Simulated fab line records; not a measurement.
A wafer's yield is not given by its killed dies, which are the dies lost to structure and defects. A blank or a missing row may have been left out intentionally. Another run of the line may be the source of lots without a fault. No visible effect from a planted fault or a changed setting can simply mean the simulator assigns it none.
Split-lot experiment + flow gf180mcu + 23 wafers read from 5 lots, route of 602 steps

## THE SPLIT
At GF_M2_EXPOSE_11 (exposes mask Metal2, target cd 280 nm), the setting dose mj was moved away from the recipe's 28 on 5 of the 23 wafers read, by -7.0% to +6.6%. The other wafers ran this setting at the recipe's value.

## SPLIT TO READING: what lies between them in the file, 1 step
- GF_M2_DEVELOP_13: develop time 60 s (also split here: develop time s)

## THE READING
cd nm, in nm, at GF_M2_CD_MEAS_14 (target cd 280 nm). Fault-free wafers of this fab line usually give 280.1 nm, standard deviation 1.3 nm.

| wafer  | tool, chamber at the split | dose mj as run | against the recipe | cd nm, nm | against lot-mates on the recipe |
|--------|----------------------------|----------------|--------------------|-----------|---------------------------------|
| L074.1 | krf scanner-01, 0          | 28             | recipe             | 276.8     | -                               |
| L074.2 | krf scanner-01, 0          | 28             | recipe             | 278.1     | -                               |
| L074.3 | krf scanner-01, 0          | 28             | recipe             | 278.4     | -                               |
| L074.4 | krf scanner-01, 0          | 28             | recipe             | 277.9     | -                               |
| L074.5 | krf scanner-01, 0          | 28             | recipe             | 277.7     | -                               |
| L076.1 | krf scanner-01, 0          | 28             | recipe             | 280.8     | -                               |
| L076.3 | krf scanner-01, 0          | 28             | recipe             | 279.6     | -                               |
| L076.4 | krf scanner-01, 0          | 28             | recipe             | 279.4     | -                               |
| L076.5 | krf scanner-01, 0          | 28             | recipe             | 279.8     | -                               |
| L076.6 | krf scanner-01, 0          | 28             | recipe             | 280.1     | -                               |
| L079.1 | krf scanner-01, 0          | 28             | recipe             | 279.5     | -                               |
| L079.4 | krf scanner-01, 0          | 28             | recipe             | 279.1     | -                               |
| L079.5 | krf scanner-01, 0          | 28             | recipe             | 281.5     | -                               |
| L080.1 | krf scanner-02, 0          | 28             | recipe             | 279.5     | -                               |
| L080.2 | krf scanner-02, 0          | 26.04          | -7.0%              | 291.6     | +11.5                           |
| L080.3 | krf scanner-02, 0          | 28             | recipe             | 280.8     | -                               |
| L080.5 | krf scanner-02, 0          | 26.04          | -7.0%              | 292.1     | +12.0                           |
| L080.6 | krf scanner-02, 0          | 26.04          | -7.0%              | 291.4     | +11.2                           |
| L083.2 | krf scanner-01, 0          | 28             | recipe             | 280.0     | -                               |
| L083.3 | krf scanner-01, 0          | 28             | recipe             | 278.6     | -                               |
| L083.4 | krf scanner-01, 0          | 29.85          | +6.6%              | 271.0     | -8.7                            |
| L083.5 | krf scanner-01, 0          | 29.85          | +6.6%              | 269.2     | -10.5                           |
| L083.6 | krf scanner-01, 0          | 28             | recipe             | 280.6     | -                               |

FIT RESULTS
A straight line over all 23 wafers: cd nm changes by -1.62 nm for each +1% of dose mj; r = -0.97; the points scatter about the line by 1.3 nm.
The same after taking each lot's own level away (the mean of its wafers on the recipe; 23 wafers): -1.57 nm for each +1%; r = -0.99; scatter 0.77 nm.
According to that fit, moving dose mj by its largest amount changes the reading by 11 nm.
The span of the lots' own levels, 277.78 to 280.15 nm, comes to 1.8 times the standard deviation stated above.
The two slopes agree, so the slope changes little with the lot-to-lot level.
Check: with one of the wafers moved furthest among these (-7.0%) left out of the fit, the line predicts +11.1 nm for it against its lot-mates. Against them it came out at +11.5 nm.

## OTHER SPLITS APPLIED TO THESE WAFERS
These wafers also went through other splits before the reading. Each is held against what the fit with the lots' levels taken away leaves over:
| other split on the same wafers  | wafers away from the commonest value | r with cd nm (lot level and that fit taken away) |
|---------------------------------|--------------------------------------|--------------------------------------------------|
| GF_M1_STRIP_17 o2 flow sccm     | 8                                    | +0.12                                            |
| GF_M2_SPUTTER_01 time s         | 8                                    | -0.03                                            |
| GF_M2_DEVELOP_13 develop time s | 10                                   | -0.34                                            |

## THE WHOLE CHAIN: every reading that the file lists as answering this split, in the file's order
| step                | what it does                                                                         | reading                                                   | change (the file's fit)              | r (the file's) |
|---------------------|--------------------------------------------------------------------------------------|-----------------------------------------------------------|--------------------------------------|----------------|
| GF_M2_CD_MEAS_14    | target cd 280 nm                                                                     | cd nm                                                     | -1.56 nm for each +1% of the setting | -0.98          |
| GF_M2_METAL_ETCH_16 | etches the open film in Cl2/BCl3, stops on SiO2, target depth 627.5 nm, time 104.6 s | M2.cd nm (the simulator's own value, which no gauge read) | -1.82 nm for each +1% of the setting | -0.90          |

## FILE'S OWN FIT
cd nm changes by -1.56 nm for each +1% of dose mj, r = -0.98.
